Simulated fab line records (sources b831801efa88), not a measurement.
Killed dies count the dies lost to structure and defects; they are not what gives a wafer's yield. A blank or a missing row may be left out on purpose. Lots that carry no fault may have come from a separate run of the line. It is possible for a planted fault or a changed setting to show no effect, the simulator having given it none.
fab line records | flow sky130
[record] lots = 7 wafers = 21 last_day = 50
route steps=708 shown VT_ADJUST_HVTP@89 VT_ADJUST_LVTN@97
lots that met no fault: taken from a fault-free run of the same line
start_h: the number of hours between the record's first day and the start of the first shown wafer of the lot | wait_h: hours from the lot's prior step to this one | " the same as in the row above | L1.1+2: a row that stands for several wafers | - no value present, or no start provided | * or withheld: withheld | < > ~ a bound
route shown NAME@n: NAME is a module with steps in the file, n the number in the route of the first one | usual: mean and standard deviation over wafers with no fault | same: alike in all rows | chamber/n: place in a boat | sites: the reading at each site | _std_site: the values' standard deviation | _edge_site: the outer-site mean with the inner-site mean subtracted | radius_mm: for every site, how far away it sits from the centre of the wafer | mask NAME#n: copy n | behind: the last tool/chamber to shape the wafer | hold: reason for holding the lot/hours on hold/outcome of the hold | device: transistor that didn't switch, given as n, p or np | end of line: tests of these same wafers at the route's end | a step given without rows: its recipe and nothing more | killed: count of dies lost to structure and defects at first sort (not the wafer's yield) | map: a wafer's dies, x killed, . not, _ none there
set.NAME: the setting that was run; set.NAME@STEP: the one run at that earlier step | model.NAME: the simulator's own value behind a step, which no gauge read
certain route steps with their lots: each step a table, each wafer a row
services: when a tool's chamber went out of use (start_h, in hours from the record's first day, below 0 if earlier), for how many hours, and the reason
[[steps]]
[step SKY_VT_ADJUST_HVTP_EXPOSE_04]
[recipe] mask_id = HVTPM na = 0.6 source_shape = conventional sigma_outer = 0.6 polarization = unpolarized target_cd_nm = 380 dose_mj = 140
[step SKY_VT_ADJUST_HVTP_PEB_05]
[recipe] temp_c = withheld time_s = * resist = NOVOLAK
[step SKY_VT_ADJUST_HVTP_DEVELOP_06]
[recipe] resist = NOVOLAK developer = TMAH develop_time_s = 60 dev_temp_c = 23
[step SKY_VT_ADJUST_HVTP_CD_MEAS_07]
[recipe] target_cd_nm = 380
[usual] cd_nm = 380.3/2.8
// columns lot.wafer tool chamber start_h wait_h cd_nm
L271.1 cd_sem-02 - 149.77 0.1 376.4
L271.4 " - " " 380.6
L271.6 " - " " 377.0
L276.1 cd_sem-02 - 176.57 0.1 378.6
L276.2 " - " " 381.3
L276.5 " - " " 380.4
L279.1 cd_sem-02 - 198.16 0.1 383.8
L279.4 " - " " 383.5
L279.5 " - " " 383.7
L280.4 cd_sem-01 - 202.88 0.1 380.7
L280.5 " - " " 379.8
L280.6 " - " " 381.3
L286.1 cd_sem-02 - 240.26 0.1 381.3
L286.5 " - " " 379.1
L286.6 " - " " 381.0
L287.2 cd_sem-02 - 245.34 0.1 379.5
L287.4 " - " " 379.8
L287.5 " - " " 382.1
L288.2 cd_sem-02 - 254.36 0.2 382.1
L288.3 " - " " 379.4
L288.6 " - " " 380.8
[step SKY_VT_ADJUST_HVTP_OVL_MEAS_08]
[usual] VT_ADJUST_HVTP_OVL = -0.7/1.7
// columns lot.wafer tool chamber start_h wait_h VT_ADJUST_HVTP_OVL[nm]
L271.1 overlay-02 - 149.89 0.1 1.4
L271.4 " - " " 2.0
L271.6 " - " " 0.7
L276.1 overlay-01 - 176.69 0.1 -1.9
L276.2 " - " " -2.0
L276.5 " - " " -1.8
L279.1 overlay-02 - 198.28 0.1 -0.4
L279.4 " - " " 0.9
L279.5 " - " " 2.3
L280.4 overlay-01 - 202.96 0.1 -0.7
L280.5 " - " " -1.7
L280.6 " - " " -0.4
L286.1 overlay-02 - 240.38 0.1 -2.4
L286.5 " - " " -1.8
L286.6 " - " " -1.8
L287.2 overlay-01 - 245.45 0.1 -1.1
L287.4 " - " " -0.3
L287.5 " - " " -0.2
L288.2 overlay-01 - 254.47 0.1 -2.9
L288.3 " - " " -2.2
L288.6 " - " " -0.5
[step SKY_VT_ADJUST_HVTP_IMPLANT_09]
[recipe] species = As energy_kev = 150 dose_cm2 = 4.3e+12 tilt_deg = withheld
[step SKY_VT_ADJUST_HVTP_STRIP_10]
[recipe] chemistry = O2/N2 power_w = 1400 pressure_mtorr = 1500 platen_temp_c = withheld o2_flow_sccm = 3000 n2_flow_sccm = 300 overash_fraction = 0.5
[usual] drypump_motor_current_A = 5.62/0.29 oes_product_au = 0.716/0.005 strip_time_to_endpoint_s = 14.17/0.042
// columns lot.wafer tool chamber start_h wait_h drypump_motor_current_A oes_product_au rf_hours_counter_h strip_time_to_endpoint_s
L271.1 plasma_asher-01 1 150.08 0.1 5.88 0.718 3 14.21
L271.4 " 0 " " 6.08 0.715 - 14.19
L271.6 " 0 " " 6.07 0.718 - 14.21
L276.1 plasma_asher-03 0 176.88 0.1 5.36 0.718 51 14.18
L276.2 " 1 " " 5.57 0.711 51 14.18
L276.5 " 1 " " 5.58 0.717 - 14.19
L279.1 plasma_asher-02 0 198.47 0.1 5.29 0.711 51 14.15
L279.4 " 0 " " 5.32 0.710 - 14.20
L279.5 " 1 " " 5.34 0.714 - 14.18
L280.4 plasma_asher-02 0 203.16 0.1 5.29 0.713 - 14.14
L280.5 " 1 " " 5.38 0.709 - 14.18
L280.6 " 0 " " 5.31 0.720 - 14.17
L286.1 plasma_asher-03 1 240.57 0.1 5.57 0.724 57 14.16
L286.5 " 0 " " 5.36 0.711 - 14.19
L286.6 " 1 " " 5.57 0.721 - 14.16
L287.2 plasma_asher-01 1 245.63 0.1 5.83 0.722 12 14.19
L287.4 " 1 " " 5.86 0.720 - 14.18
L287.5 " 1 " " 5.85 0.708 - 14.21
L288.2 plasma_asher-03 0 254.65 0.1 5.34 0.708 58 14.07
L288.3 " 0 " " 5.35 0.714 - 14.06
L288.6 " 1 " " 5.58 0.719 - 14.06
[step SKY_VT_ADJUST_HVTP_TW_MEAS_11]
[usual] VT_ADJUST_HVTP_TW = 1349/6.2
// columns lot.wafer tool chamber start_h wait_h VT_ADJUST_HVTP_TW
L271.1 film_metro-01 - 150.18 0.1 1353
L271.4 " - " " 1342
L271.6 " - " " 1347
L276.1 film_metro-03 - 176.98 0.1 1357
L276.2 " - " " 1360
L276.5 " - " " 1357
L279.1 film_metro-01 - 198.57 0.1 1345
L279.4 " - " " 1342
L279.5 " - " " 1339
L280.4 film_metro-03 - 203.26 0.1 1347
L280.5 " - " " 1354
L280.6 " - " " 1359
L286.1 film_metro-03 - 240.67 0.1 1353
L286.5 " - " " 1353
L286.6 " - " " 1352
L287.2 film_metro-03 - 245.74 0.1 1352
L287.4 " - " " 1352
L287.5 " - " " 1348
L288.2 film_metro-01 - 254.76 0.1 1346
L288.3 " - " " 1344
L288.6 " - " " 1345
[step SKY_VT_ADJUST_LVTN_DEHYDRATE_00]
[recipe] temp_c = 200 time_s = 60
[step SKY_VT_ADJUST_LVTN_HMDS_01]
[recipe] prime_time_s = 60 prime_temp_c = 120
[step SKY_VT_ADJUST_LVTN_COAT_02]
[recipe] spin_rpm = 2000 resist_thk_nm = 3000
[step SKY_VT_ADJUST_LVTN_SOFTBAKE_03]
[recipe] temp_c = 110 time_s = withheld
[step SKY_VT_ADJUST_LVTN_EXPOSE_04]
[recipe] mask_id = NWM_COMPLEMENT_LESS_NATIVE na = 0.6 source_shape = conventional sigma_outer = 0.6 polarization = unpolarized target_cd_nm = 840 dose_mj = 194
[usual] exposure_dose_mJ_cm2 = 193.99/0.19 focus_offset_nm = 0.0/0.49 sigma_outer = 0.6/0
// columns lot.wafer tool chamber start_h wait_h mask exposure_dose_mJ_cm2 focus_offset_nm sigma_outer
L271.1 iline_stepper-01 0 159.91 - NWM_COMPLEMENT_LESS_NATIVE#0 193.97 0.6 0.6
L271.4 " 0 " " NWM_COMPLEMENT_LESS_NATIVE#0 194.06 -0.2 0.6
L271.6 " 0 " " NWM_COMPLEMENT_LESS_NATIVE#0 193.96 -0.5 0.6
L276.1 iline_stepper-02 0 187.06 - NWM_COMPLEMENT_LESS_NATIVE#0 194.03 -0.7 0.6
L276.2 " 0 " " NWM_COMPLEMENT_LESS_NATIVE#0 194.40 -0.1 0.6
L276.5 " 0 " " NWM_COMPLEMENT_LESS_NATIVE#0 194.00 -0.5 0.6
L279.1 iline_stepper-01 0 209.56 - NWM_COMPLEMENT_LESS_NATIVE#0 193.92 1.0 0.6
L279.4 " 0 " " NWM_COMPLEMENT_LESS_NATIVE#0 193.79 0.4 0.6
L279.5 " 0 " " NWM_COMPLEMENT_LESS_NATIVE#0 194.08 0.2 0.6
L280.4 iline_stepper-02 0 214.47 - NWM_COMPLEMENT_LESS_NATIVE#0 194.19 0.0 0.6
L280.5 " 0 " " NWM_COMPLEMENT_LESS_NATIVE#0 194.34 -0.1 0.6
L280.6 " 0 " " NWM_COMPLEMENT_LESS_NATIVE#0 194.39 -0.1 0.6
L286.1 iline_stepper-01 - 252.46 - NWM_COMPLEMENT_LESS_NATIVE#0 - - -
L286.5 " - " " NWM_COMPLEMENT_LESS_NATIVE#0 - - -
L286.6 " - " " NWM_COMPLEMENT_LESS_NATIVE#0 - - -
L287.2 iline_stepper-01 - 257.88 - NWM_COMPLEMENT_LESS_NATIVE#0 - - -
L287.4 " - " " NWM_COMPLEMENT_LESS_NATIVE#0 - - -
L287.5 " - " " NWM_COMPLEMENT_LESS_NATIVE#0 - - -
L288.2 iline_stepper-02 - 267.63 - NWM_COMPLEMENT_LESS_NATIVE#0 - - -
L288.3 " - " " NWM_COMPLEMENT_LESS_NATIVE#0 - - -
L288.6 " - " " NWM_COMPLEMENT_LESS_NATIVE#0 - - -
[step SKY_VT_ADJUST_LVTN_PEB_05]
[recipe] temp_c = 115 time_s = withheld
[[services]]
// columns tool chamber start_h hours kind
iline_stepper-01 - 142.28 0.9 repair
plasma_asher-01 - 196.23 1.2 repair
iline_stepper-01 - 210.84 1.7 pm
plasma_asher-01 - 240.27 1.3 repair
iline_stepper-02 - 264.45 1.7 pm
[[key]]
[first_sign] step = SKY_VT_ADJUST_LVTN_EXPOSE_04 reading = tool_record direction = missing
effect none on later readings
met_at SKY_VT_ADJUST_LVTN_EXPOSE_04
struck_wafers L286.1,L286.5,L286.6,L287.2,L287.4,L287.5,L288.2,L288.3,L288.6
sort_left_out L286.1,L286.5,L286.6,L287.2,L287.4,L287.5,L288.2,L288.3,L288.6
tester_left_out L286,L287,L288
onset_between 214.47 252.46
[fault] kind = skipped_step_whole tool = iline_stepper-01,iline_stepper-02 chamber = - onset_h = 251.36 steps = SKY_VT_ADJUST_LVTN_EXPOSE_04 scope = struck_lots_only
// tester_left_out: of these lots the tester's yield and bins aren't shown, on N5 and GAA mostly nor the transistor test; their killed dies are dies lost to structure and defects alone, not to doping, threshold or leakage, so they don't give the yield
// sort_left_out: the simulated sort isn't trusted on such a fault, so these wafers' sort isn't shown, and their yield isn't known
